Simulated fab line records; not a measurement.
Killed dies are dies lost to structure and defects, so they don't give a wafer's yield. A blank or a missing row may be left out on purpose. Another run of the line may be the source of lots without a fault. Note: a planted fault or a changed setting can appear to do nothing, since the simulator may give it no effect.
Which tool is to blame? + flow gf180mcu + 42 wafers from 14 lots sampled at 3 of the route's 602 steps

== WHAT EACH GAUGE READ, for each wafer ==
GF_POLY_GATE_OVL_MEAS_11. Usual: POLY_GATE_OVL 0 nm, standard deviation 6.5.
| lot  | measured     | on         | POLY_GATE_OVL (nm) | flag |
|------|--------------|------------|--------------------|------|
| L232 | day 9 15:32  | overlay-01 | -16 -15 -13        |      |
| L233 | day 9 17:20  | overlay-01 | -4 -12 -7          |      |
| L235 | day 10 07:41 | overlay-01 | -7 0 0             |      |
| L237 | day 10 15:38 | overlay-01 | 11 11 3            |      |
| L241 | day 12 06:28 | overlay-01 | -8 -2 -11          |      |
| L242 | day 12 09:44 | overlay-02 | 6 5 3              |      |
| L244 | day 12 21:42 | overlay-02 | -3 -6 3            |      |
| L246 | day 13 12:16 | overlay-02 | 2 3 -4             |      |
| L247 | day 13 14:58 | overlay-01 | 3 1 -1             |      |
| L249 | day 14 04:50 | overlay-01 | 2 -6 1             |      |
| L250 | day 14 10:50 | overlay-01 | -2 5 -2            |      |
| L253 | day 15 12:51 | overlay-02 | -10 -7 -12         |      |
| L254 | day 15 20:32 | overlay-02 | 2 10 1             |      |
| L255 | day 16 00:44 | overlay-01 | 14 11 13           |      |

GF_HV_LDD_CD_MEAS_07: target cd 400 nm. Usual: cd-nm reads 400.3 nm (standard deviation 2).
| lot  | measured     | on        | cd-nm (nm)        | flag |
|------|--------------|-----------|-------------------|------|
| L232 | day 10 10:58 | cd-sem-02 | 399.9 401.3 399.6 |      |
| L233 | day 10 12:20 | cd-sem-01 | 396.0 395.0 397.4 |      |
| L235 | day 11 03:48 | cd-sem-01 | 398.4 400.3 400.3 |      |
| L237 | day 11 11:37 | cd-sem-02 | 399.3 400.1 399.4 |      |
| L241 | day 13 05:37 | cd-sem-02 | 399.9 399.6 398.7 |      |
| L242 | day 13 07:01 | cd-sem-01 | 404.4 404.7 402.3 |      |
| L244 | day 13 19:56 | cd-sem-02 | 401.8 399.6 401.6 |      |
| L246 | day 14 10:35 | cd-sem-01 | 399.7 401.3 402.1 |      |
| L247 | day 14 13:27 | cd-sem-01 | 403.3 402.5 401.5 |      |
| L249 | day 15 04:20 | cd-sem-02 | 400.1 400.7 400.8 |      |
| L250 | day 15 11:15 | cd-sem-02 | 399.2 399.7 397.5 |      |
| L253 | day 16 12:04 | cd-sem-01 | 401.5 400.8 399.4 |      |
| L254 | day 16 20:11 | cd-sem-02 | 400.7 402.2 400.2 |      |
| L255 | day 17 02:05 | cd-sem-01 | 399.6 401.1 403.4 |      |

== TOOL THAT RAN EACH LOT (tool first, then ch and the chambers of the sampled wafers, then the start) ==
| lot  | GF_VT_IMPLANT_RTA_45             |
|------|----------------------------------|
| L232 | rtp-anneal-01 ch 0, day 8 00:32  |
| L233 | rtp-anneal-01 ch 0, day 8 01:05  |
| L235 | rtp-anneal-02 ch 0, day 8 15:29  |
| L237 | rtp-anneal-01 ch 0, day 8 23:22  |
| L241 | rtp-anneal-01 ch 0, day 10 09:49 |
| L242 | rtp-anneal-02 ch 0, day 10 10:08 |
| L244 | rtp-anneal-01 ch 0, day 11 01:19 |
| L246 | rtp-anneal-02 ch 0, day 11 15:04 |
| L247 | rtp-anneal-01 ch 0, day 11 17:45 |
| L249 | rtp-anneal-01 ch 0, day 12 05:50 |
| L250 | rtp-anneal-01 ch 0, day 12 13:43 |
| L253 | rtp-anneal-01 ch 0, day 13 12:14 |
| L254 | rtp-anneal-02 ch 0, day 13 19:26 |
| L255 | rtp-anneal-02 ch 0, day 14 00:55 |
- GF_VT_IMPLANT_RTA_45: time 30 s.

== WHAT THE TOOLS THEMSELVES READ (means of the sampled wafers that have a number; where no wafer has one, the mark that the record gives instead) ==
GF_VT_IMPLANT_RTA_45. Usual: lamp-power-pct 31 %, standard deviation 4.1; wafer_temp_C_max 1055.9, standard deviation 1.5.
| lot  | tool          | lamp-power-pct (%) | wafer_temp_C_max | flag |
|------|---------------|--------------------|------------------|------|
| L232 | rtp-anneal-01 | 27                 | 1056.1           |      |
| L233 | rtp-anneal-01 | 27                 | 1054.2           |      |
| L235 | rtp-anneal-02 | 35                 | 1057.2           |      |
| L237 | rtp-anneal-01 | 27                 | 1055.1           |      |
| L241 | rtp-anneal-01 | 27                 | 1054.5           |      |
| L242 | rtp-anneal-02 | 35                 | 1058.0           |      |
| L244 | rtp-anneal-01 | 27                 | 1054.1           |      |
| L246 | rtp-anneal-02 | 35                 | 1056.6           |      |
| L247 | rtp-anneal-01 | 27                 | 1055.5           |      |
| L249 | rtp-anneal-01 | 27                 | 1055.3           |      |
| L250 | rtp-anneal-01 | 27                 | 1053.8           |      |
| L253 | rtp-anneal-01 | 27                 | 1055.3           |      |
| L254 | rtp-anneal-02 | 35                 | 1057.8           |      |
| L255 | rtp-anneal-02 | 35                 | 1055.2           |      |

== THE ANSWER, worked out from the rows above alone ==
Rule: take the mean of a lot's wafers that have a number; if it is more than 3 standard deviations from the usual mean, the lot is off. Also off: a lot with no number at a reading for which 4 or more lots have one. Any other lot the step has rows for is counted as sound. The gauges are gone through in route order, then the tools' own readings, and for those a lot's mean is taken as printed above. At the first step where some lot is off, the reading lying furthest off is the one used; lots without a number count as furthest.
Nothing can be told from this: no lot is off at any reading shown.

== WHAT WAS PUT IN BY THE SIMULATOR ==
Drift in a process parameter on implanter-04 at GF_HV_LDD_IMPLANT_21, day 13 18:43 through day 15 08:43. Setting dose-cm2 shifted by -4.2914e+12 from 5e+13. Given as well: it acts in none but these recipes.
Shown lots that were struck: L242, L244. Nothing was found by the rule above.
